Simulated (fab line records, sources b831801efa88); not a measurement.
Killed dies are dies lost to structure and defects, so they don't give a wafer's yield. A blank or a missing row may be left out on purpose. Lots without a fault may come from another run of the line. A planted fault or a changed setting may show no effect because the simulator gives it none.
Which tool did it? | flow sky130 | 14 lots, 42 wafers sampled, at 3 steps of a route of 708

WHAT THE GAUGES READ, wafer by wafer
SKY_FIELD_ISO_CD_MEAS_13: target cd 150 nm. Usual: cd_nm 149.8 nm, standard deviation 1.3.
lot  | measured    | on        | cd_nm (nm)        | flag
L181 | day 2 05:47 | cd_sem-01 | 152.4 149.9 150.8 |
L184 | day 2 19:35 | cd_sem-02 | 150.5 151.6 150.2 |
L185 | day 3 04:52 | cd_sem-02 | 151.6 150.4 150.7 |
L186 | day 3 09:56 | cd_sem-01 | 149.6 147.7 148.8 |
L187 | day 3 13:55 | cd_sem-02 | 151.1 150.8 150.1 |
L189 | day 3 22:26 | cd_sem-01 | 149.2 150.6 149.9 |
L190 | day 4 04:08 | cd_sem-01 | 148.5 152.8 150.8 |
L191 | day 4 09:31 | cd_sem-01 | 149.5 150.6 150.5 |
L192 | day 4 12:54 | cd_sem-02 | 149.6 149.3 149.8 |
L193 | day 4 20:31 | cd_sem-02 | 148.7 148.1 149.6 |
L195 | day 5 07:37 | cd_sem-02 | 149.9 148.2 147.6 |
L198 | day 5 21:32 | cd_sem-02 | 149.8 150.5 148.9 |
L199 | day 6 01:47 | cd_sem-02 | 148.8 146.9 145.9 |
L201 | day 6 13:27 | cd_sem-02 | 148.0 149.1 148.3 |

SKY_LDD_HVP_OVL_MEAS_07. Usual: LDD_HVP_OVL 0.7 nm, standard deviation 1.3.
lot  | measured     | on         | LDD_HVP_OVL (nm) | flag
L181 | day 21 17:31 | overlay-01 | 2.0 0.5 0.4      |
L184 | day 22 18:15 | overlay-02 | -1.8 -0.7 -2.2   |
L185 | day 23 05:59 | overlay-01 | 1.7 2.1 0.7      |
L186 | day 24 01:59 | overlay-01 | 0.0 1.1 0.5      |
L187 | day 23 21:28 | overlay-01 | 2.2 0.6 1.5      |
L189 | day 25 02:40 | overlay-01 | 3.0 1.8 2.2      |
L190 | day 25 10:41 | overlay-01 | 0.2 1.3 1.1      |
L191 | day 25 12:33 | overlay-02 | -0.1 0.2 0.4     |
L192 | day 25 12:11 | overlay-02 | 3.3 1.7 1.4      |
L193 | day 26 10:13 | overlay-02 | -0.5 1.0 2.1     |
L195 | day 26 21:56 | overlay-02 | 1.5 1.5 2.2      |
L198 | day 27 20:13 | overlay-02 | 1.4 1.7 1.3      |
L199 | day 28 03:16 | overlay-02 | -2.4 -0.4 -1.9   |
L201 | day 29 03:28 | overlay-02 | -0.7 -1.3 -0.1   |

WHICH TOOL RAN EACH LOT (tool, then ch and the chambers of the sampled wafers, then the start)
lot  | SKY_SONOS_TUNNEL_IMPLANT_09
L181 | implanter-01 ch 0, day 11 10:56
L184 | implanter-04 ch 0, day 12 08:22
L185 | implanter-02 ch 0, day 12 23:16
L186 | implanter-04 ch 0, day 13 07:40
L187 | implanter-01 ch 0, day 13 10:56
L189 | implanter-01 ch 0, day 14 03:37
L190 | implanter-02 ch 0, day 14 12:31
L191 | implanter-02 ch 0, day 14 13:04
L192 | implanter-01 ch 0, day 14 18:38
L193 | implanter-02 ch 0, day 15 14:13
L195 | implanter-04 ch 0, day 16 03:13
L198 | implanter-02 ch 0, day 17 00:46
L199 | implanter-04 ch 0, day 17 11:17
L201 | implanter-02 ch 0, day 18 10:08
- SKY_SONOS_TUNNEL_IMPLANT_09

WHAT THE TOOLS THEMSELVES READ (means of the sampled wafers that have a number; where no wafer has one, the mark that the record gives instead)
SKY_SONOS_TUNNEL_IMPLANT_09. Usual: beam_energy_keV 20.001, standard deviation 0.0067.
lot  | tool         | beam_energy_keV | flag
L181 | implanter-01 | 19.997          |
L184 | implanter-04 | 19.990          |
L185 | implanter-02 | 20.004          |
L186 | implanter-04 | 20.003          |
L187 | implanter-01 | 20.006          |
L189 | implanter-01 | 20.000          |
L190 | implanter-02 | 20.010          |
L191 | implanter-02 | 20.001          |
L192 | implanter-01 | 20.003          |
L193 | implanter-02 | 20.008          |
L195 | implanter-04 | 19.993          |
L198 | implanter-02 | 17.987          | OFF
L199 | implanter-04 | 19.999          |
L201 | implanter-02 | 17.976          | OFF

THE ANSWER, worked out from the rows above alone
Rule: a lot is off if the mean of its wafers that have a number lies more than 3 standard deviations from the usual mean. A lot without any number at a reading at which 4 lots or more have one is off too. The other lots that the step has rows for count as sound. The gauges are gone through in route order, then the tools' own readings, and for those a lot's mean is taken as printed above. The first step at which some lot is off is used, and at that step the reading that is off furthest; a lot without a number counts as furthest.
Off: L198, L201, at SKY_SONOS_TUNNEL_IMPLANT_09 (beam_energy_keV).
A tool fits if, at that step or a process step before it, it ran every lot that is off, and no sound lot after the first of them. One fits: implanter-02 at SKY_SONOS_TUNNEL_IMPLANT_09. Its last sound lot is L193 (day 15 14:13), its first lot that is off L198 (day 17 00:46): a fault that began between those two fits.
The tool's own readings at SKY_SONOS_TUNNEL_IMPLANT_09 bear it out: on the lots that are off they differ by more than 5 times the standard deviation of the sound lots' means. beam_energy_keV reads 17.981 there against 20.001 on the sound lots.

WHAT THE SIMULATOR HAD PUT IN
Process parameter drift: implanter-02, from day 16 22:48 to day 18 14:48, at SKY_SONOS_TUNNEL_IMPLANT_09. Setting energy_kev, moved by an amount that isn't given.
Lots struck among those shown: L198, L201. The rule above found the same.
